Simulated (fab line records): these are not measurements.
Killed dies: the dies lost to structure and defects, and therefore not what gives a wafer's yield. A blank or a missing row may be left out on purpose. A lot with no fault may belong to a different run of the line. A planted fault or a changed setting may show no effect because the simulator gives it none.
Split-lot trial	flow gf180mcu	route with 602 steps; 5 lots, 23 wafers read

## ON THE SPLIT
At GF_TOP_METAL_SPUTTER_02 (material AlCu, target thk 900 nm, time 47.82 s), the setting time-s was moved away from the recipe's 47.82 s on 9 of the 23 wafers read, by -6.1% to +14.5%. This setting was run at the recipe's value on the other wafers.

## FROM THE SPLIT TO THE READING: what the file shows between them, 3 steps
- GF_TOP_METAL_SPUTTER_03: material Ti, target thk 5 nm, time 3.3 s
- GF_TOP_METAL_SPUTTER_04: material TiN, target thk 25 nm, time 20.8 s
- GF_TOP_METAL_RS_MEAS_05: measures by four-point-probe

## THE READING
TOP_METAL_ALCU_THK, in nm, at GF_TOP_METAL_THK_MEAS_06 (measures by xrf). Typical for fault-free wafers on this fab line: 896 nm, with standard deviation 11 nm.

wafer	tool, chamber at the split	time-s as run, s	against the recipe	TOP_METAL_ALCU_THK, nm	against lot-mates on the recipe
L074.1	pvd-sputter-04, -	47.82	recipe	903	-
L074.2	pvd-sputter-04, -	54.76	+14.5%	1034	+132
L074.3	pvd-sputter-04, -	47.82	recipe	900	-
L074.4	pvd-sputter-04, -	47.82	recipe	902	-
L074.5	pvd-sputter-04, -	54.76	+14.5%	1029	+127
L077.1	pvd-sputter-01, -	45.8	-4.2%	865	-34
L077.2	pvd-sputter-01, -	45.8	-4.2%	865	-34
L077.4	pvd-sputter-01, -	47.82	recipe	895	-
L077.5	pvd-sputter-01, -	45.8	-4.2%	859	-40
L077.6	pvd-sputter-01, -	47.82	recipe	902	-
L081.1	pvd-sputter-01, -	47.82	recipe	899	-
L081.2	pvd-sputter-01, -	45.67	-4.5%	850	-40
L081.3	pvd-sputter-01, -	47.82	recipe	881	-
L081.5	pvd-sputter-01, -	45.67	-4.5%	852	-38
L081.6	pvd-sputter-01, -	47.82	recipe	890	-
L082.2	pvd-sputter-03, -	47.82	recipe	906	-
L082.3	pvd-sputter-03, -	47.82	recipe	913	-
L082.5	pvd-sputter-03, -	47.82	recipe	913	-
L084.1	pvd-sputter-01, -	47.82	recipe	896	-
L084.2	pvd-sputter-01, -	47.82	recipe	883	-
L084.3	pvd-sputter-01, -	44.92	-6.1%	840	-52
L084.4	pvd-sputter-01, -	44.92	-6.1%	837	-55
L084.5	pvd-sputter-01, -	47.82	recipe	898	-

THE FIT
A straight line over all 23 wafers: TOP_METAL_ALCU_THK changes by +9.28 nm for each +1% of time-s; r = +0.99; the points scatter about the line by 8 nm.
The same after taking each lot's own level away (the mean of its wafers on the recipe; 23 wafers): +8.87 nm for each +1%; r = +1.00; scatter 4.4 nm.
Per that fit: largest time-s move, reading shift of 1.3e+02 nm.
The span of the lots' own levels, 890.0 to 910.7 nm, comes to 1.9 times the standard deviation stated above.
So the lot-to-lot level changes the slope little: the two slopes agree.
Check: with one of the wafers moved furthest among these (+14.5%) left out of the fit, the line predicts +127 nm for it against its lot-mates. Against them it came out at +132 nm.

## FURTHER SPLITS ON THESE WAFERS
Other splits were also applied to these wafers ahead of the reading. Each is held against what the fit with the lots' levels taken away leaves over:
other split on the same wafers	wafers away from the commonest value	r with TOP_METAL_ALCU_THK (lot level and that fit taken away)
GF_V5_CVD_23 pressure-torr	15	+0.08

## THE WHOLE CHAIN: every reading that the file lists as answering this split, in the file's order
step	what it does	reading	change (the file's fit)	r (the file's)
GF_TOP_METAL_SPUTTER_02	material AlCu, target thk 900 nm, time 47.82 s	AlCu_of_TOP_METAL_SPUTTER_02.thk-nm (the simulator's own value, which no gauge read)	+9.04 nm for each +1% of the setting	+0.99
GF_TOP_METAL_RS_MEAS_05	measures by four-point-probe	TOP_METAL_ALCU_RS	-0.000305 for each +1% of the setting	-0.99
GF_TOP_METAL_THK_MEAS_06	measures by xrf	TOP_METAL_ALCU_THK	+8.88 for each +1% of the setting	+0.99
GF_TOP_METAL_METAL_ETCH_16	etches the open film in Cl2/BCl3, stops on SiO2, target depth 1077.5 nm, time 179.6 s	TOP_METAL.feature-depth-nm (the simulator's own value, which no gauge read)	+8.68 nm for each +1% of the setting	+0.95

## THE FILE'S OWN FIT
TOP_METAL_ALCU_THK changes by +8.88 nm for each +1% of time-s, r = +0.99.
